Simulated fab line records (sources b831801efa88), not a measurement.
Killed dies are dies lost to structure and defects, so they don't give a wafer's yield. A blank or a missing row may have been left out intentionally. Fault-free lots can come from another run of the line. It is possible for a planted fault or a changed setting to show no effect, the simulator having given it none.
Problem report, 8D (eight disciplines) form, completed by code    flow gf180mcu    the parts of the form that need people (team, actions taken, sign-off) are left out

== 1. WHAT WENT WRONG ==
Wafers without a fault read 3000.1 rpm, standard deviation 2.1; spin speed rpm at GF_TOP_METAL_COAT_09 reads a mean of 3064.2 rpm on 6 wafers belonging to 2 lots. That is +31 standard deviations from the usual mean.
The step: resist thk 1500 nm.
First observed at day 33 11:07: wafer L144.1, on litho track-03. At this step, 39 wafers from 13 lots have a number in the record. By rule, "out" or "out of limits" means more than 4 standard deviations away from the usual mean. All remaining wafers that have a number are taken as sound.

== 2. WHAT THIS IS AND IS NOT ==
question                     is                      is not
which readings at this step  spin speed rpm          -
which lots                   L144, L147              L124, L125, L126, L128, L130, L133, L134, L135, L137, L140, L143
which wafers of those lots   all that have a number  -
read on which tools          litho track-03          litho track-01, litho track-02
when                         from day 33 11:07       up to then (30 sound wafers); but 3 sound wafers of L143 came after

== 3. THE SUSPECTS, EACH WITH WHAT RULES IT OUT ==
Counting: a tool stays on the suspect list if, at a process step up to the reading, it processed all lots that are out and no sound lot following the first of them.
- litho track-03 at GF_TOP_METAL_COAT_09 (resist thk 1500 nm): kept. All lots that are out passed through it, beginning with L144 at day 33 11:07, and no sound lot followed; its final sound lot before that point was L140 at day 32 17:17. Its own readings are out on those wafers: spin speed rpm.
Left after counting: litho track-03 at GF_TOP_METAL_COAT_09.

== 4. THE CAUSE (what the simulator had put in) ==
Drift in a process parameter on litho track-03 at GF_TOP_METAL_COAT_09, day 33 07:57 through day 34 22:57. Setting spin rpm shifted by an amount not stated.
Counting left only this tool.

== 5. SEQUENCE OF EFFECTS, ordered by route ==
Each row: a reading whose mean over the struck wafers that have a number lies more than 3 standard deviations from the usual. Readings are gone through only where the record gives a usual standard deviation; hours: the median, over the lots, of the time from a lot's start at the first step in this table giving one to that lot's start at this step; sigmas: the change measured in usual standard deviations.
hours  step                  reading         usual       on struck wafers  change  sigmas
0      GF_TOP_METAL_COAT_09  spin speed rpm  3000.1 rpm  3064.2            +64.1   +31
It contains these process steps:
- GF_TOP_METAL_COAT_09: resist thk 1500 nm.

== 6. HOW IT WOULD HAVE BEEN CAUGHT EARLIER ==
3 hours passed between the start of the fault at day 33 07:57 and the first reading out of limits in this record, taken at day 33 11:07.
